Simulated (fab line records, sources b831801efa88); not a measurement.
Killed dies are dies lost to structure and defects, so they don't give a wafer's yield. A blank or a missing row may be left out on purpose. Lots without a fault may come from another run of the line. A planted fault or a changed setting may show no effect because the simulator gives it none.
Which tool did it? | flow sky130 | 6 lots, 18 wafers sampled, at 2 steps of a route of 708

WHAT THE GAUGES READ, wafer by wafer
SKY_NWELL_TW_MEAS_26.
lot  | measured     | on            | NWELL_2_TW
L497 | day 5 14:38  | film_metro-02 | 503 500 500
L499 | day 6 03:20  | film_metro-02 | 499 497 495
L508 | day 8 08:22  | film_metro-01 | 472 479 474
L512 | day 9 11:35  | film_metro-02 | 497 496 496
L516 | day 10 15:38 | film_metro-03 | 508 510 510
L518 | day 11 04:07 | film_metro-02 | 495 496 496

WHICH TOOL RAN EACH LOT (tool, then ch and the chambers of the sampled wafers, then the start)
lot  | SKY_NWELL_IMPLANT_24
L497 | implanter-03 ch 0, day 5 14:24
L499 | implanter-03 ch 0, day 6 03:06
L508 | implanter-02 ch 0, day 8 08:07
L512 | implanter-01 ch 0, day 9 11:21
L516 | implanter-01 ch 0, day 10 15:25
L518 | implanter-01 ch 0, day 11 03:53
- SKY_NWELL_IMPLANT_24

THE ANSWER, worked out from the rows above alone
Rule: what is usual is taken from the lots themselves. Put in order of their means at a reading, lots are off if they are a third of the lots or fewer, leave a main group of 4 or more, and stand apart from it by a gap of 3 or more times the standard deviation of the main group's means; of several such gaps the widest counts. A main group whose means are all the same, to the digits that the tables above print for the reading, isn't used. A lot without any number at a reading at which 4 lots or more have one is off too. The other lots that the step has rows for count as sound.
Off: L508, at SKY_NWELL_TW_MEAS_26 (NWELL_2_TW). The main group: mean 500, standard deviation 5.1.
A tool fits if, at a process step before that reading, it ran every lot that is off, and no sound lot after the first of them. The gauges at SKY_NWELL_TW_MEAS_26 are tried like those tools. Can't be told from this: 2 tools fit, implanter-02 at SKY_NWELL_IMPLANT_24, film_metro-01 at SKY_NWELL_TW_MEAS_26.

WHAT THE SIMULATOR HAD PUT IN
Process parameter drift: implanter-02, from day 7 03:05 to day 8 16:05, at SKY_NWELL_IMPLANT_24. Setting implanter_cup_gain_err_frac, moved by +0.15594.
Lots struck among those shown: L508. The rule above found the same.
